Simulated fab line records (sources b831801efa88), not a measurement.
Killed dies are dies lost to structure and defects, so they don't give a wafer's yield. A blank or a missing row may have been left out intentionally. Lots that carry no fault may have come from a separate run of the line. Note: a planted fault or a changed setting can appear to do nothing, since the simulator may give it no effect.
Check of tool commonality -- flow gf180mcu -- 42 wafers sampled across 14 lots

WHAT PROMPTED THE OPENING
At GF_LVPWELL_OVL_MEAS_07 the reading LVPWELL_OVL is flagged on 2 of 14 lots. Wafers without a fault read -0.2 nm, standard deviation 1.2.
Rule: flag the lot when none of its wafers has a number, or when each of its wafers that has one lies beyond 4 standard deviations from that mean. All remaining lots are regarded as sound.

lot,measured,on,"LVPWELL_OVL (nm), wafer by wafer",flag
L753,day 3 19:57,overlay-01,-0.5 -0.1 0.1,
L754,day 4 00:43,overlay-02,-1.2 -0.7 -0.2,
L755,day 4 06:51,overlay-02,-1.1 0.0 -0.3,
L756,day 4 11:03,overlay-01,-1.5 -1.8 0.1,
L757,day 4 22:13,overlay-02,-1.1 -0.5 -0.9,
L758,day 5 01:21,overlay-02,-0.3 0.0 -2.2,
L760,day 5 12:39,overlay-01,0.9 2.8 1.7,
L761,day 5 22:23,overlay-02,2.1 2.1 1.0,
L763,day 6 08:15,overlay-01,-0.7 -0.1 0.0,
L767,day 7 05:05,overlay-02,-1.9 -0.7 -0.8,
L768,day 7 10:09,overlay-02,-95.5 -96.1 -93.8,FLAGGED
L769,day 7 15:42,overlay-02,-94.0 -95.4 -94.6,FLAGGED
L772,day 8 08:24,overlay-02,0.6 1.5 0.3,
L775,day 8 23:22,overlay-02,2.8 1.5 1.1,
On average the flagged lots' numbers are -94.9 nm, which is -94.7 nm against the usual, or -79 standard deviations.

WHICH TOOL RAN EACH LOT
The record keeps 1 process step preceding the reading, out of 602 steps on the route. Read each cell as the tool, then ch plus the chambers that the sampled wafers visited, then the start.
lot,flag,GF_LVPWELL_EXPOSE_04
L753,,"iline stepper-02 ch 0, day 3 13:48"
L754,,"iline stepper-02 ch 0, day 3 18:33"
L755,,"iline stepper-01 ch 0, day 4 00:30"
L756,,"iline stepper-01 ch 0, day 4 05:02"
L757,,"iline stepper-01 ch 0, day 4 15:39"
L758,,"iline stepper-02 ch 0, day 4 18:44"
L760,,"iline stepper-01 ch 0, day 5 05:39"
L761,,"iline stepper-01 ch 0, day 5 15:28"
L763,,"iline stepper-02 ch 0, day 6 01:24"
L767,,"iline stepper-01 ch 0, day 6 21:49"
L768,FLAGGED,"iline stepper-02 ch 0, day 7 02:17"
L769,FLAGGED,"iline stepper-02 ch 0, day 7 07:37"
L772,,"iline stepper-01 ch 0, day 8 00:14"
L775,,"iline stepper-01 ch 0, day 8 15:41"
What the steps here do:
- GF_LVPWELL_EXPOSE_04: exposes mask LVPWELL, target cd 600 nm.
- GF_LVPWELL_OVL_MEAS_07

FLAGGED AGAINST TOTAL, ONE TOOL AT A TIME (gauges that did the reading follow at the end)
step,tool,lots run,flagged,share of the flagged lots,sound lots run after its first flagged lot
GF_LVPWELL_EXPOSE_04,iline stepper-01,8,0,none,-
GF_LVPWELL_EXPOSE_04,iline stepper-02,6,2,all,0
GF_LVPWELL_OVL_MEAS_07,overlay-01,4,0,none,-
GF_LVPWELL_OVL_MEAS_07,overlay-02,10,2,all,"2 (L772,L775)"

WHAT IS ALLOWED BY THE TABLE
Every flagged lot went through 2 rows of the table: iline stepper-02 at GF_LVPWELL_EXPOSE_04 and overlay-02 at GF_LVPWELL_OVL_MEAS_07.
- iline stepper-02 at GF_LVPWELL_EXPOSE_04 ran 6 lots, 2 of them flagged. It ran its last sound lot, L763, at day 6 01:24 and its first flagged lot, L768, at day 7 02:17: a fault with its onset between the two fits.
- overlay-02 at GF_LVPWELL_OVL_MEAS_07 ran 10 lots, 2 of them flagged. After the first flagged lot (L772, L775), sound lots still ran on it; a lasting fault on the whole tool would not permit that.
One tool is left: iline stepper-02 at GF_LVPWELL_EXPOSE_04.

WHAT WAS PUT IN BY THE SIMULATOR
Scanner matching overlay: iline stepper-02, from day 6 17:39 on, at GF_LVPWELL_EXPOSE_04. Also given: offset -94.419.
Shown lots that were struck: L768, L769. The rule given above showed the same thing.
